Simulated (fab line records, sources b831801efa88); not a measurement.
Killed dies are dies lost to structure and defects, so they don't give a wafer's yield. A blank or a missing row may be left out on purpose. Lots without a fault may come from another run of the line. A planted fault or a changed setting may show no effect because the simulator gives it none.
One fault seen from 2 desks | flow sky130 | each desk has only its own numbers; what lay behind them comes last

THE TOOL OWNER'S DESK: krf_scanner-02
The tool's own readings at SKY_VIA1_EXPOSE_09 (exposes mask VIM, target cd 150 nm): means of the sampled wafers that have a number, for each lot that ran on this tool. A lot is out of limits, marked OUT, if its mean lies more than 4 standard deviations from the usual mean; the brackets give that distance.
Columns: A = stage_vel_mm_s at SKY_VIA1_EXPOSE_09, usual 500.01 mm/s
lot  | first seen here | A
L602 | day 33 11:55    | 499.65
L607 | day 35 04:53    | 499.95
L608 | day 35 14:49    | 500.43
L616 | day 38 10:10    | 500.20
L617 | day 38 14:07    | 500.15
L619 | day 38 22:48    | 499.93
L621 | day 39 17:29    | 500.17
L622 | day 39 22:30    | 500.35
This desk's finding: nothing out of limits on any of the 8 lots.

THE METROLOGY DESK
What the gauges read, lot by lot, whatever tool the lot ran on: means of the sampled wafers that have a number. A lot is out of limits, marked OUT, if its mean lies more than 4 standard deviations from the usual mean; the brackets give that distance.
Columns: A = METAL1_ALCU_THK at SKY_METAL1_THK_MEAS_06, usual 253 nm; B = METAL1_OVL at SKY_METAL1_OVL_MEAS_16, usual 1 nm; C = cd_nm at SKY_VIA1_CD_MEAS_12, usual 149.9 nm
lot  | first seen here | A   | B  | C
L601 | day 31 00:19    | 255 | -3 | 149.5
L602 | day 31 16:10    | 255 | 4  | 150.6
L606 | day 33 04:37    | 252 | 2  | 151.9
L607 | day 33 09:58    | 257 | 4  | 136.6 (-6.6) OUT
L608 | day 33 20:37    | 247 | 4  | 125.5 (-12) OUT
L613 | day 35 17:15    | 250 | -2 | 151.2
L616 | day 36 18:16    | 254 | 1  | 152.2
L617 | day 36 22:20    | 252 | 0  | 144.4
L619 | day 37 06:19    | 258 | 1  | 152.2
L621 | day 38 03:15    | 253 | -2 | 148.4
L622 | day 38 07:20    | 253 | -2 | 150.9
This desk's finding: out of limits on L607, L608; first on L607, day 35 18:04 (cd_nm at SKY_VIA1_CD_MEAS_12). In limits: L601, L602, L606, L613, L616, L617, L619, L621, L622.

PUT TOGETHER
The metrology desk could have raised an alarm at day 35 18:04, on L607, L608.
The tool owner's desk saw nothing out of limits.
The tool owner's desk has L607, L608 on record, within its limits.
Of the lots named, all ran SKY_VIA1_EXPOSE_09 on krf_scanner-02.

WHAT THE SIMULATOR HAD PUT IN
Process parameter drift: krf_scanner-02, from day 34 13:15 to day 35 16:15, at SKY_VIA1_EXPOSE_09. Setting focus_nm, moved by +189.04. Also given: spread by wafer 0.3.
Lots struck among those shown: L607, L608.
Hours from the fault's start to each desk's first reading out of limits: the metrology desk, 29.
